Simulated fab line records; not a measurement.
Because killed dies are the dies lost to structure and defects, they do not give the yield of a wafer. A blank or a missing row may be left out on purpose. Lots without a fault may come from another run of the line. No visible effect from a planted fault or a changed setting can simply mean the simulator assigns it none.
fab line records || flow gf180mcu
record: {"lots": 5, "wafers": 23}
route steps=602 shown TOP_METAL@578 PASSIVATION@593
start-h: hours from the record's first day to the start of the lot's first wafer shown || wait-h: how many hours have passed since the lot's step before this one || " as in the row above || L1.1+2: several wafers, shown together as one row || - value missing, or start not given || * or withheld: withheld || < > ~ a bound
route shown NAME@n: a module of which the file shows steps, and the number in the route of the first || usual: mean and standard deviation over wafers with no fault || same: alike in all rows || chamber/n: place in a boat || sites: the reading at each site || _std_site: the values' standard deviation || _edge_site: the outer-site mean with the inner-site mean subtracted || radius-mm: how far each site lies from the wafer's centre || mask NAME#n: copy n || behind: tool/chamber where the wafer was last shaped || hold: why the lot was held/for how many hours/how that ended || device: which transistor (n, p or np) failed to switch || end of line: the same wafers' tests at the end of the route || a step with no rows: only its recipe || killed: count of dies lost to structure and defects at first sort (not the wafer's yield) || map: dies across one wafer; x = killed, . = not, _ = none there
set.NAME: the setting as run; set.NAME@STEP: as run at that earlier step || model.NAME: the simulator's own value behind a step, which no gauge read
lots whose settings were changed on purpose; a table a step, a row a wafer
== steps ==
step: GF_TOP_METAL_EXPOSE_11
recipe: {"mask-id": "MetalTop", "target-cd-nm": 440, "na": 0.6, "source-shape": "conventional", "sigma-outer": 0.6, "dose-mj": 170}
{"lot.wafer": "L074.1+2+6", "tool": "iline-stepper-01", "chamber": 0, "start-h": "-", "wait-h": "-", "mask": "MetalTop#0", "set.dose-mj": 170}
{"lot.wafer": "L076.1+2+4", "tool": "iline-stepper-01", "chamber": 0, "start-h": "-", "wait-h": "-", "mask": "MetalTop#0", "set.dose-mj": 170}
{"lot.wafer": "L076.5+6", "tool": "iline-stepper-01", "chamber": 0, "start-h": "-", "wait-h": "-", "mask": "MetalTop#0", "set.dose-mj": 174.5}
{"lot.wafer": "L077.1+2+5", "tool": "iline-stepper-02", "chamber": 0, "start-h": "-", "wait-h": "-", "mask": "MetalTop#0", "set.dose-mj": 178.1}
{"lot.wafer": "L077.3+6", "tool": "iline-stepper-02", "chamber": 0, "start-h": "-", "wait-h": "-", "mask": "MetalTop#0", "set.dose-mj": 170}
{"lot.wafer": "L079.1+2", "tool": "iline-stepper-02", "chamber": 0, "start-h": "-", "wait-h": "-", "mask": "MetalTop#0", "set.dose-mj": 170}
{"lot.wafer": "L079.3+4+5", "tool": "iline-stepper-02", "chamber": 0, "start-h": "-", "wait-h": "-", "mask": "MetalTop#0", "set.dose-mj": 161.9}
{"lot.wafer": "L080.1+5", "tool": "iline-stepper-01", "chamber": 0, "start-h": "-", "wait-h": "-", "mask": "MetalTop#0", "set.dose-mj": 170}
{"lot.wafer": "L080.2+4+6", "tool": "iline-stepper-01", "chamber": 0, "start-h": "-", "wait-h": "-", "mask": "MetalTop#0", "set.dose-mj": 162.3}
step: GF_TOP_METAL_PEB_12
recipe: {"temp-c": "withheld", "time-s": "*", "resist": "NOVOLAK"}
step: GF_TOP_METAL_DEVELOP_13
recipe: {"develop-time-s": 60, "dev-temp-c": 23}
step: GF_TOP_METAL_CD_MEAS_14
recipe: {"target-cd-nm": 440}
usual: {"cd-nm": "439.9/2"}
{"lot.wafer": "L074.1", "tool": "cd-sem-02", "chamber": "-", "start-h": 646.53, "wait-h": 0.1, "set.dose-mj@TOP_METAL_EXPOSE_11": 170, "cd-nm": 437.8}
{"lot.wafer": "L074.2", "tool": "cd-sem-02", "chamber": "-", "start-h": 646.53, "wait-h": 0.1, "set.dose-mj@TOP_METAL_EXPOSE_11": 170, "cd-nm": 438.8}
{"lot.wafer": "L074.6", "tool": "cd-sem-02", "chamber": "-", "start-h": 646.53, "wait-h": 0.1, "set.dose-mj@TOP_METAL_EXPOSE_11": 170, "cd-nm": 438.5}
{"lot.wafer": "L076.1", "tool": "cd-sem-01", "chamber": "-", "start-h": 670.13, "wait-h": 0.1, "set.dose-mj@TOP_METAL_EXPOSE_11": 170, "cd-nm": 442.8}
{"lot.wafer": "L076.2", "tool": "cd-sem-01", "chamber": "-", "start-h": 670.13, "wait-h": 0.1, "set.dose-mj@TOP_METAL_EXPOSE_11": 170, "cd-nm": 443.1}
{"lot.wafer": "L076.4", "tool": "cd-sem-01", "chamber": "-", "start-h": 670.13, "wait-h": 0.1, "set.dose-mj@TOP_METAL_EXPOSE_11": 170, "cd-nm": 444.3}
{"lot.wafer": "L076.5", "tool": "cd-sem-01", "chamber": "-", "start-h": 670.13, "wait-h": 0.1, "set.dose-mj@TOP_METAL_EXPOSE_11": 174.5, "cd-nm": 432.7}
{"lot.wafer": "L076.6", "tool": "cd-sem-01", "chamber": "-", "start-h": 670.13, "wait-h": 0.1, "set.dose-mj@TOP_METAL_EXPOSE_11": 174.5, "cd-nm": 433.9}
{"lot.wafer": "L077.1", "tool": "cd-sem-01", "chamber": "-", "start-h": 674.88, "wait-h": 0.1, "set.dose-mj@TOP_METAL_EXPOSE_11": 178.1, "cd-nm": 425.3}
{"lot.wafer": "L077.2", "tool": "cd-sem-01", "chamber": "-", "start-h": 674.88, "wait-h": 0.1, "set.dose-mj@TOP_METAL_EXPOSE_11": 178.1, "cd-nm": 423.9}
{"lot.wafer": "L077.3", "tool": "cd-sem-01", "chamber": "-", "start-h": 674.88, "wait-h": 0.1, "set.dose-mj@TOP_METAL_EXPOSE_11": 170, "cd-nm": 440.2}
{"lot.wafer": "L077.5", "tool": "cd-sem-01", "chamber": "-", "start-h": 674.88, "wait-h": 0.1, "set.dose-mj@TOP_METAL_EXPOSE_11": 178.1, "cd-nm": 424.3}
{"lot.wafer": "L077.6", "tool": "cd-sem-01", "chamber": "-", "start-h": 674.88, "wait-h": 0.1, "set.dose-mj@TOP_METAL_EXPOSE_11": 170, "cd-nm": 439.7}
{"lot.wafer": "L079.1", "tool": "cd-sem-01", "chamber": "-", "start-h": 690.58, "wait-h": 0.1, "set.dose-mj@TOP_METAL_EXPOSE_11": 170, "cd-nm": 441.8}
{"lot.wafer": "L079.2", "tool": "cd-sem-01", "chamber": "-", "start-h": 690.58, "wait-h": 0.1, "set.dose-mj@TOP_METAL_EXPOSE_11": 170, "cd-nm": 439.6}
{"lot.wafer": "L079.3", "tool": "cd-sem-01", "chamber": "-", "start-h": 690.58, "wait-h": 0.1, "set.dose-mj@TOP_METAL_EXPOSE_11": 161.9, "cd-nm": 454.1}
{"lot.wafer": "L079.4", "tool": "cd-sem-01", "chamber": "-", "start-h": 690.58, "wait-h": 0.1, "set.dose-mj@TOP_METAL_EXPOSE_11": 161.9, "cd-nm": 455.5}
{"lot.wafer": "L079.5", "tool": "cd-sem-01", "chamber": "-", "start-h": 690.58, "wait-h": 0.1, "set.dose-mj@TOP_METAL_EXPOSE_11": 161.9, "cd-nm": 454.5}
{"lot.wafer": "L080.1", "tool": "cd-sem-01", "chamber": "-", "start-h": 697.68, "wait-h": 0.1, "set.dose-mj@TOP_METAL_EXPOSE_11": 170, "cd-nm": 440.5}
{"lot.wafer": "L080.2", "tool": "cd-sem-01", "chamber": "-", "start-h": 697.68, "wait-h": 0.1, "set.dose-mj@TOP_METAL_EXPOSE_11": 162.3, "cd-nm": 454.1}
{"lot.wafer": "L080.4", "tool": "cd-sem-01", "chamber": "-", "start-h": 697.68, "wait-h": 0.1, "set.dose-mj@TOP_METAL_EXPOSE_11": 162.3, "cd-nm": 454.9}
{"lot.wafer": "L080.5", "tool": "cd-sem-01", "chamber": "-", "start-h": 697.68, "wait-h": 0.1, "set.dose-mj@TOP_METAL_EXPOSE_11": 170, "cd-nm": 441.6}
{"lot.wafer": "L080.6", "tool": "cd-sem-01", "chamber": "-", "start-h": 697.68, "wait-h": 0.1, "set.dose-mj@TOP_METAL_EXPOSE_11": 162.3, "cd-nm": 453.4}
step: GF_PASSIVATION_COAT_06
recipe: {"spin-rpm": 2000, "resist-thk-nm": 4000}
{"lot.wafer": "L074.1", "tool": "litho-track-02", "chamber": 0, "start-h": 657.26, "wait-h": 0.1, "set.spin-rpm": 2000, "model.coat_of_PASSIVATION_COAT_06.thk-nm": 4022}
{"lot.wafer": "L074.2", "tool": "litho-track-02", "chamber": 0, "start-h": 657.26, "wait-h": 0.1, "set.spin-rpm": 2000, "model.coat_of_PASSIVATION_COAT_06.thk-nm": 4001}
{"lot.wafer": "L074.6", "tool": "litho-track-02", "chamber": 0, "start-h": 657.26, "wait-h": 0.1, "set.spin-rpm": 2000, "model.coat_of_PASSIVATION_COAT_06.thk-nm": 4004}
{"lot.wafer": "L076.1", "tool": "litho-track-04", "chamber": 0, "start-h": 680.26, "wait-h": 0.1, "set.spin-rpm": 2000, "model.coat_of_PASSIVATION_COAT_06.thk-nm": 3998}
{"lot.wafer": "L076.2", "tool": "litho-track-04", "chamber": 0, "start-h": 680.26, "wait-h": 0.1, "set.spin-rpm": 1961, "model.coat_of_PASSIVATION_COAT_06.thk-nm": 4046}
{"lot.wafer": "L076.4", "tool": "litho-track-04", "chamber": 0, "start-h": 680.26, "wait-h": 0.1, "set.spin-rpm": 2000, "model.coat_of_PASSIVATION_COAT_06.thk-nm": 3992}
{"lot.wafer": "L076.5", "tool": "litho-track-04", "chamber": 0, "start-h": 680.26, "wait-h": 0.1, "set.spin-rpm": 2000, "model.coat_of_PASSIVATION_COAT_06.thk-nm": 4013}
{"lot.wafer": "L076.6", "tool": "litho-track-04", "chamber": 0, "start-h": 680.26, "wait-h": 0.1, "set.spin-rpm": 1961, "model.coat_of_PASSIVATION_COAT_06.thk-nm": 4049}
{"lot.wafer": "L077.1", "tool": "litho-track-01", "chamber": 0, "start-h": 685.93, "wait-h": 0.1, "set.spin-rpm": 2144, "model.coat_of_PASSIVATION_COAT_06.thk-nm": 3867}
{"lot.wafer": "L077.2", "tool": "litho-track-01", "chamber": 0, "start-h": 685.93, "wait-h": 0.1, "set.spin-rpm": 2000, "model.coat_of_PASSIVATION_COAT_06.thk-nm": 4002}
{"lot.wafer": "L077.3", "tool": "litho-track-01", "chamber": 0, "start-h": 685.93, "wait-h": 0.1, "set.spin-rpm": 2144, "model.coat_of_PASSIVATION_COAT_06.thk-nm": 3862}
{"lot.wafer": "L077.5", "tool": "litho-track-01", "chamber": 0, "start-h": 685.93, "wait-h": 0.1, "set.spin-rpm": 2000, "model.coat_of_PASSIVATION_COAT_06.thk-nm": 4009}
{"lot.wafer": "L077.6", "tool": "litho-track-01", "chamber": 0, "start-h": 685.93, "wait-h": 0.1, "set.spin-rpm": 2000, "model.coat_of_PASSIVATION_COAT_06.thk-nm": 4008}
{"lot.wafer": "L079.1", "tool": "litho-track-01", "chamber": 0, "start-h": 700.88, "wait-h": 0.1, "set.spin-rpm": 2000, "model.coat_of_PASSIVATION_COAT_06.thk-nm": 4009}
{"lot.wafer": "L079.2", "tool": "litho-track-01", "chamber": 0, "start-h": 700.88, "wait-h": 0.1, "set.spin-rpm": 2000, "model.coat_of_PASSIVATION_COAT_06.thk-nm": 3989}
{"lot.wafer": "L079.3", "tool": "litho-track-01", "chamber": 0, "start-h": 700.88, "wait-h": 0.1, "set.spin-rpm": 2000, "model.coat_of_PASSIVATION_COAT_06.thk-nm": 4002}
{"lot.wafer": "L079.4", "tool": "litho-track-01", "chamber": 0, "start-h": 700.88, "wait-h": 0.1, "set.spin-rpm": 2000, "model.coat_of_PASSIVATION_COAT_06.thk-nm": 4003}
{"lot.wafer": "L079.5", "tool": "litho-track-01", "chamber": 0, "start-h": 700.88, "wait-h": 0.1, "set.spin-rpm": 2000, "model.coat_of_PASSIVATION_COAT_06.thk-nm": 4010}
{"lot.wafer": "L080.1", "tool": "litho-track-02", "chamber": 0, "start-h": 707.46, "wait-h": 0.1, "set.spin-rpm": 2135, "model.coat_of_PASSIVATION_COAT_06.thk-nm": 3895}
{"lot.wafer": "L080.2", "tool": "litho-track-02", "chamber": 0, "start-h": 707.46, "wait-h": 0.1, "set.spin-rpm": 2135, "model.coat_of_PASSIVATION_COAT_06.thk-nm": 3894}
{"lot.wafer": "L080.4", "tool": "litho-track-02", "chamber": 0, "start-h": 707.46, "wait-h": 0.1, "set.spin-rpm": 2135, "model.coat_of_PASSIVATION_COAT_06.thk-nm": 3897}
{"lot.wafer": "L080.5", "tool": "litho-track-02", "chamber": 0, "start-h": 707.46, "wait-h": 0.1, "set.spin-rpm": 2000, "model.coat_of_PASSIVATION_COAT_06.thk-nm": 4019}
{"lot.wafer": "L080.6", "tool": "litho-track-02", "chamber": 0, "start-h": 707.46, "wait-h": 0.1, "set.spin-rpm": 2000, "model.coat_of_PASSIVATION_COAT_06.thk-nm": 4023}
step: GF_PASSIVATION_DEVELOP_10
recipe: {"develop-time-s": 60, "dev-temp-c": 23}
{"lot.wafer": "L074.1+2+6", "tool": "litho-track-02", "chamber": 0, "start-h": "-", "wait-h": "-", "set.dev-temp-c": 23}
{"lot.wafer": "L076.1+6", "tool": "litho-track-02", "chamber": 0, "start-h": "-", "wait-h": "-", "set.dev-temp-c": 23}
{"lot.wafer": "L076.2+4+5", "tool": "litho-track-02", "chamber": 0, "start-h": "-", "wait-h": "-", "set.dev-temp-c": 21.73}
{"lot.wafer": "L077.1+3+5", "tool": "litho-track-02", "chamber": 0, "start-h": "-", "wait-h": "-", "set.dev-temp-c": 23}
{"lot.wafer": "L077.2+6", "tool": "litho-track-02", "chamber": 0, "start-h": "-", "wait-h": "-", "set.dev-temp-c": 24.81}
{"lot.wafer": "L079.1+3+5", "tool": "litho-track-02", "chamber": 0, "start-h": "-", "wait-h": "-", "set.dev-temp-c": 24.29}
{"lot.wafer": "L079.2+4", "tool": "litho-track-02", "chamber": 0, "start-h": "-", "wait-h": "-", "set.dev-temp-c": 23}
{"lot.wafer": "L080.1+4+5", "tool": "litho-track-02", "chamber": 0, "start-h": "-", "wait-h": "-", "set.dev-temp-c": 23}
{"lot.wafer": "L080.2+6", "tool": "litho-track-02", "chamber": 0, "start-h": "-", "wait-h": "-", "set.dev-temp-c": 25.04}
step: GF_PASSIVATION_ETCH_11
recipe: {"chemistry": "CF4/O2", "target-depth-nm": 1800, "stop-on": "TiN", "source-w": 800, "bias-w": 150, "pressure-mtorr": 150, "cf4-flow-sccm": 80, "O2_flow_sccm": 10, "time-s": 400}
{"lot.wafer": "L074.1+6", "tool": "rie-diel-02", "chamber": "1,0", "start-h": 667.21, "wait-h": "-", "set.spin-rpm@PASSIVATION_COAT_06": 2000, "model.coat_of_PASSIVATION_COAT_06.thk-nm": 2808}
{"lot.wafer": "L074.2", "tool": "rie-diel-02", "chamber": 0, "start-h": 667.21, "wait-h": "-", "set.spin-rpm@PASSIVATION_COAT_06": 2000, "model.coat_of_PASSIVATION_COAT_06.thk-nm": 2813}
{"lot.wafer": "L076.1", "tool": "rie-diel-03", "chamber": 2, "start-h": 689.76, "wait-h": "-", "set.spin-rpm@PASSIVATION_COAT_06": 2000, "model.coat_of_PASSIVATION_COAT_06.thk-nm": 2793}
{"lot.wafer": "L076.2", "tool": "rie-diel-03", "chamber": 0, "start-h": 689.76, "wait-h": "-", "set.spin-rpm@PASSIVATION_COAT_06": 1961, "model.coat_of_PASSIVATION_COAT_06.thk-nm": 2828}
{"lot.wafer": "L076.4", "tool": "rie-diel-03", "chamber": 1, "start-h": 689.76, "wait-h": "-", "set.spin-rpm@PASSIVATION_COAT_06": 2000, "model.coat_of_PASSIVATION_COAT_06.thk-nm": 2762}
{"lot.wafer": "L076.5", "tool": "rie-diel-03", "chamber": 1, "start-h": 689.76, "wait-h": "-", "set.spin-rpm@PASSIVATION_COAT_06": 2000, "model.coat_of_PASSIVATION_COAT_06.thk-nm": 2771}
{"lot.wafer": "L076.6", "tool": "rie-diel-03", "chamber": 2, "start-h": 689.76, "wait-h": "-", "set.spin-rpm@PASSIVATION_COAT_06": 1961, "model.coat_of_PASSIVATION_COAT_06.thk-nm": 2849}
{"lot.wafer": "L077.1", "tool": "rie-diel-02", "chamber": 0, "start-h": 695.31, "wait-h": "-", "set.spin-rpm@PASSIVATION_COAT_06": 2144, "model.coat_of_PASSIVATION_COAT_06.thk-nm": 2681}
{"lot.wafer": "L077.2", "tool": "rie-diel-02", "chamber": 2, "start-h": 695.31, "wait-h": "-", "set.spin-rpm@PASSIVATION_COAT_06": 2000, "model.coat_of_PASSIVATION_COAT_06.thk-nm": 2792}
{"lot.wafer": "L077.3", "tool": "rie-diel-02", "chamber": 1, "start-h": 695.31, "wait-h": "-", "set.spin-rpm@PASSIVATION_COAT_06": 2144, "model.coat_of_PASSIVATION_COAT_06.thk-nm": 2649}
{"lot.wafer": "L077.5", "tool": "rie-diel-02", "chamber": 0, "start-h": 695.31, "wait-h": "-", "set.spin-rpm@PASSIVATION_COAT_06": 2000, "model.coat_of_PASSIVATION_COAT_06.thk-nm": 2820}
{"lot.wafer": "L077.6", "tool": "rie-diel-02", "chamber": 2, "start-h": 695.31, "wait-h": "-", "set.spin-rpm@PASSIVATION_COAT_06": 2000, "model.coat_of_PASSIVATION_COAT_06.thk-nm": 2794}
{"lot.wafer": "L079.1", "tool": "rie-diel-02", "chamber": 1, "start-h": 710.51, "wait-h": "-", "set.spin-rpm@PASSIVATION_COAT_06": 2000, "model.coat_of_PASSIVATION_COAT_06.thk-nm": 2795}
{"lot.wafer": "L079.2+3", "tool": "rie-diel-02", "chamber": "0,2", "start-h": 710.51, "wait-h": "-", "set.spin-rpm@PASSIVATION_COAT_06": 2000, "model.coat_of_PASSIVATION_COAT_06.thk-nm": 2791}
{"lot.wafer": "L079.4+5", "tool": "rie-diel-02", "chamber": 3, "start-h": 710.51, "wait-h": "-", "set.spin-rpm@PASSIVATION_COAT_06": 2000, "model.coat_of_PASSIVATION_COAT_06.thk-nm": 2822}
{"lot.wafer": "L080.1", "tool": "rie-diel-03", "chamber": 1, "start-h": 716.26, "wait-h": "-", "set.spin-rpm@PASSIVATION_COAT_06": 2135, "model.coat_of_PASSIVATION_COAT_06.thk-nm": 2666}
{"lot.wafer": "L080.2", "tool": "rie-diel-03", "chamber": 3, "start-h": 716.26, "wait-h": "-", "set.spin-rpm@PASSIVATION_COAT_06": 2135, "model.coat_of_PASSIVATION_COAT_06.thk-nm": 2684}
{"lot.wafer": "L080.4", "tool": "rie-diel-03", "chamber": 0, "start-h": 716.26, "wait-h": "-", "set.spin-rpm@PASSIVATION_COAT_06": 2135, "model.coat_of_PASSIVATION_COAT_06.thk-nm": 2690}
{"lot.wafer": "L080.5", "tool": "rie-diel-03", "chamber": 3, "start-h": 716.26, "wait-h": "-", "set.spin-rpm@PASSIVATION_COAT_06": 2000, "model.coat_of_PASSIVATION_COAT_06.thk-nm": 2799}
{"lot.wafer": "L080.6", "tool": "rie-diel-03", "chamber": 2, "start-h": 716.26, "wait-h": "-", "set.spin-rpm@PASSIVATION_COAT_06": 2000, "model.coat_of_PASSIVATION_COAT_06.thk-nm": 2833}
step: GF_PASSIVATION_STRIP_12
recipe: {"chemistry": "O2/N2", "power-w": 1400, "pressure-mtorr": 1500, "platen-temp-c": 250, "o2-flow-sccm": 3000, "n2-flow-sccm": 300, "overash-fraction": 0.5}
usual: {"strip-time-to-endpoint-s": "34.80/0.22"}
{"lot.wafer": "L074.1", "tool": "plasma-asher-01", "chamber": 1, "start-h": 667.45, "wait-h": 0.1, "set.spin-rpm@PASSIVATION_COAT_06": 2000, "strip-time-to-endpoint-s": 34.86}
{"lot.wafer": "L074.2", "tool": "plasma-asher-01", "chamber": 0, "start-h": 667.45, "wait-h": 0.1, "set.spin-rpm@PASSIVATION_COAT_06": 2000, "strip-time-to-endpoint-s": 34.95}
{"lot.wafer": "L074.6", "tool": "plasma-asher-01", "chamber": 1, "start-h": 667.45, "wait-h": 0.1, "set.spin-rpm@PASSIVATION_COAT_06": 2000, "strip-time-to-endpoint-s": 34.89}
{"lot.wafer": "L076.1", "tool": "plasma-asher-01", "chamber": 0, "start-h": 690.00, "wait-h": 0.1, "set.spin-rpm@PASSIVATION_COAT_06": 2000, "strip-time-to-endpoint-s": 34.70}
{"lot.wafer": "L076.2", "tool": "plasma-asher-01", "chamber": 1, "start-h": 690.00, "wait-h": 0.1, "set.spin-rpm@PASSIVATION_COAT_06": 1961, "strip-time-to-endpoint-s": 35.11}
{"lot.wafer": "L076.4", "tool": "plasma-asher-01", "chamber": 0, "start-h": 690.00, "wait-h": 0.1, "set.spin-rpm@PASSIVATION_COAT_06": 2000, "strip-time-to-endpoint-s": 34.34}
{"lot.wafer": "L076.5", "tool": "plasma-asher-01", "chamber": 0, "start-h": 690.00, "wait-h": 0.1, "set.spin-rpm@PASSIVATION_COAT_06": 2000, "strip-time-to-endpoint-s": 34.42}
{"lot.wafer": "L076.6", "tool": "plasma-asher-01", "chamber": 1, "start-h": 690.00, "wait-h": 0.1, "set.spin-rpm@PASSIVATION_COAT_06": 1961, "strip-time-to-endpoint-s": 35.37}
{"lot.wafer": "L077.1", "tool": "plasma-asher-01", "chamber": 1, "start-h": 695.55, "wait-h": 0.1, "set.spin-rpm@PASSIVATION_COAT_06": 2144, "strip-time-to-endpoint-s": 33.40}
{"lot.wafer": "L077.2", "tool": "plasma-asher-01", "chamber": 0, "start-h": 695.55, "wait-h": 0.1, "set.spin-rpm@PASSIVATION_COAT_06": 2000, "strip-time-to-endpoint-s": 34.67}
{"lot.wafer": "L077.3", "tool": "plasma-asher-01", "chamber": 0, "start-h": 695.55, "wait-h": 0.1, "set.spin-rpm@PASSIVATION_COAT_06": 2144, "strip-time-to-endpoint-s": 33.05}
{"lot.wafer": "L077.5", "tool": "plasma-asher-01", "chamber": 0, "start-h": 695.55, "wait-h": 0.1, "set.spin-rpm@PASSIVATION_COAT_06": 2000, "strip-time-to-endpoint-s": 35.02}
{"lot.wafer": "L077.6", "tool": "plasma-asher-01", "chamber": 1, "start-h": 695.55, "wait-h": 0.1, "set.spin-rpm@PASSIVATION_COAT_06": 2000, "strip-time-to-endpoint-s": 34.70}
{"lot.wafer": "L079.1", "tool": "plasma-asher-02", "chamber": 0, "start-h": 710.75, "wait-h": 0.1, "set.spin-rpm@PASSIVATION_COAT_06": 2000, "strip-time-to-endpoint-s": 34.72}
{"lot.wafer": "L079.2", "tool": "plasma-asher-02", "chamber": 1, "start-h": 710.75, "wait-h": 0.1, "set.spin-rpm@PASSIVATION_COAT_06": 2000, "strip-time-to-endpoint-s": 34.67}
{"lot.wafer": "L079.3", "tool": "plasma-asher-02", "chamber": 0, "start-h": 710.75, "wait-h": 0.1, "set.spin-rpm@PASSIVATION_COAT_06": 2000, "strip-time-to-endpoint-s": 34.69}
{"lot.wafer": "L079.4", "tool": "plasma-asher-02", "chamber": 1, "start-h": 710.75, "wait-h": 0.1, "set.spin-rpm@PASSIVATION_COAT_06": 2000, "strip-time-to-endpoint-s": 35.03}
{"lot.wafer": "L079.5", "tool": "plasma-asher-02", "chamber": 1, "start-h": 710.75, "wait-h": 0.1, "set.spin-rpm@PASSIVATION_COAT_06": 2000, "strip-time-to-endpoint-s": 35.05}
{"lot.wafer": "L080.1", "tool": "plasma-asher-02", "chamber": 0, "start-h": 716.50, "wait-h": 0.1, "set.spin-rpm@PASSIVATION_COAT_06": 2135, "strip-time-to-endpoint-s": 33.21}
{"lot.wafer": "L080.2", "tool": "plasma-asher-02", "chamber": 1, "start-h": 716.50, "wait-h": 0.1, "set.spin-rpm@PASSIVATION_COAT_06": 2135, "strip-time-to-endpoint-s": 33.43}
{"lot.wafer": "L080.4", "tool": "plasma-asher-02", "chamber": 0, "start-h": 716.50, "wait-h": 0.1, "set.spin-rpm@PASSIVATION_COAT_06": 2135, "strip-time-to-endpoint-s": 33.50}
{"lot.wafer": "L080.5", "tool": "plasma-asher-02", "chamber": 0, "start-h": 716.50, "wait-h": 0.1, "set.spin-rpm@PASSIVATION_COAT_06": 2000, "strip-time-to-endpoint-s": 34.77}
{"lot.wafer": "L080.6", "tool": "plasma-asher-02", "chamber": 1, "start-h": 716.50, "wait-h": 0.1, "set.spin-rpm@PASSIVATION_COAT_06": 2000, "strip-time-to-endpoint-s": 35.17}
== key ==
split: {"step": "GF_TOP_METAL_EXPOSE_11", "setting": "dose-mj", "stated": 170, "by": "wafer"}
response: {"step": "GF_TOP_METAL_CD_MEAS_14", "reading": "cd-nm", "change": -3.1, "per": "1%", "r": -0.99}
split: {"step": "GF_PASSIVATION_COAT_06", "setting": "spin-rpm", "stated": 2000, "by": "wafer"}
response: {"step": "GF_PASSIVATION_COAT_06", "reading": "model.coat_of_PASSIVATION_COAT_06.thk-nm", "change": -19.4, "per": "1%", "r": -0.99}
response: {"step": "GF_PASSIVATION_ETCH_11", "reading": "model.coat_of_PASSIVATION_COAT_06.thk-nm", "change": -20, "per": "1%", "r": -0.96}
response: {"step": "GF_PASSIVATION_STRIP_12", "reading": "strip-time-to-endpoint-s", "change": "*", "per": "1%", "r": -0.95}
split: {"step": "GF_PASSIVATION_DEVELOP_10", "setting": "dev-temp-c", "stated": 23, "by": "wafer"}
response none clear
